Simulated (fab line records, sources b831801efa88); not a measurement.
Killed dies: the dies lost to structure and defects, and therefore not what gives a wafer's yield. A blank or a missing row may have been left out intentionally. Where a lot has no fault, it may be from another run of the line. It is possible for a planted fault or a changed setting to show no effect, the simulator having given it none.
A lot that was struck, set against a sound lot    flow sky130    30 steps out of a route of 708
Sound: wafers L616.1, L616.3, L616.6. Wafers L628.1, L628.3, L628.6 were the ones struck. Last of all comes the cause.
Order at every step that has rows: each side's tool, ch and its chambers, its first start. Under that, the readings that differ: sound wafers    struck wafers    difference of the means    sigmas: that difference in standard deviations of wafers without a fault.
alike: readings with means less than 2 such deviations apart, plus words and numbers identical on both sides. not compared: withheld readings, readings lacking a value on some wafer, bounds such as >300 that could conceal the same value, and numbers that have no deviation in the record and whose values overlap.
The two part at a step that has a row with sigmas, a row that says differs or no value, or rows on one side only. Non-overlapping numbers with no deviation appear without sigmas and do not part them. Lack of a reading on every wafer of one side parts them only where that side has two or more wafers.

first, 9 steps without rows for these wafers: SKY_SD_P_EXPOSE_04 (exposes mask PSDM, target cd 380 nm); SKY_SD_P_PEB_05; SKY_SD_P_DEVELOP_06 (develop time 60 s); SKY_SD_P_IMPLANT_09; SKY_SD_P_STRIP_10 (strips in O2/N2); SKY_RES_XHIGH_DEHYDRATE_00 (time 60 s); SKY_RES_XHIGH_HMDS_01 (prime time 60 s); SKY_RES_XHIGH_COAT_02 (resist thk 1140 nm); SKY_RES_XHIGH_SOFTBAKE_03 (time 60 s).
SKY_RES_XHIGH_EXPOSE_04: exposes mask URPM, target cd 1270 nm.
  sound on iline-stepper-01 ch 0, day 25 18:53; struck on iline-stepper-01 ch 0, day 30 12:28
reading                            sound                 struck             difference  sigmas
model.RES_XHIGH.overlay-x-nm (nm)  0.5682 0.5682 0.5682  230.8 230.8 230.8  +230.2      
  alike: mask
then, 19 steps without rows for these wafers: SKY_RES_XHIGH_PEB_05; SKY_RES_XHIGH_DEVELOP_06 (develop time 60 s); SKY_RES_XHIGH_IMPLANT_07; SKY_RES_XHIGH_STRIP_08 (strips in O2/N2); SKY_SD_N_DEHYDRATE_00 (time 60 s); SKY_SD_N_HMDS_01 (prime time 60 s); SKY_SD_N_COAT_02 (resist thk 1140 nm); SKY_SD_N_SOFTBAKE_03 (time 60 s); SKY_SD_N_EXPOSE_04 (exposes mask NSDM, target cd 380 nm); SKY_SD_N_PEB_05; SKY_SD_N_DEVELOP_06 (develop time 60 s); SKY_SD_N_IMPLANT_09; SKY_SD_N_IMPLANT_10; SKY_SD_N_STRIP_11 (strips in O2/N2); SKY_SD_N_CLEAN_13 (cleans in SC1/SC2, time 150 s); SKY_SD_N_RTA_14 (time 2 s); SKY_SALICIDE_CLEAN_00 (cleans in HF-last, time 30 s); SKY_LI_CONTACT_HDPCVD_00 (deposits PSG, target thk 930 nm, time 155 s); SKY_LI_CONTACT_CMP_02 (polishes PSG).
-- record jumps: 18 days separate the struck wafers' starts on either side; left off in module LI_CONTACT, taken up again in module PAD_OPEN, whose first shown step is the route's number 708 --
SKY_PAD_OPEN_PROBE_99:
  sound: prober-02 at day 45 15:40; struck: prober-01 at day 48 21:20
reading                                 sound              struck             difference  sigmas
killed-at-other                         0 1 0              5 10 7             +7          +14
model.etest.res-xhigh-po.line-ohm-um    5473 5802 5637     6314 6519 6247     +723        
model.etest.res-xhigh-po.width-nm (nm)  348.1 349.4 347.9  319.8 318.7 318.1  -29.6       
  alike: killed_at_M0_to_M3, killed_at_M4_up, killed-at-contacts, killed-at-front-end, killed-dies, killed-open, killed-short

== WHERE THEY PART ==
Within this record, at SKY_PAD_OPEN_PROBE_99 only.

WHY: the cause the simulator had injected
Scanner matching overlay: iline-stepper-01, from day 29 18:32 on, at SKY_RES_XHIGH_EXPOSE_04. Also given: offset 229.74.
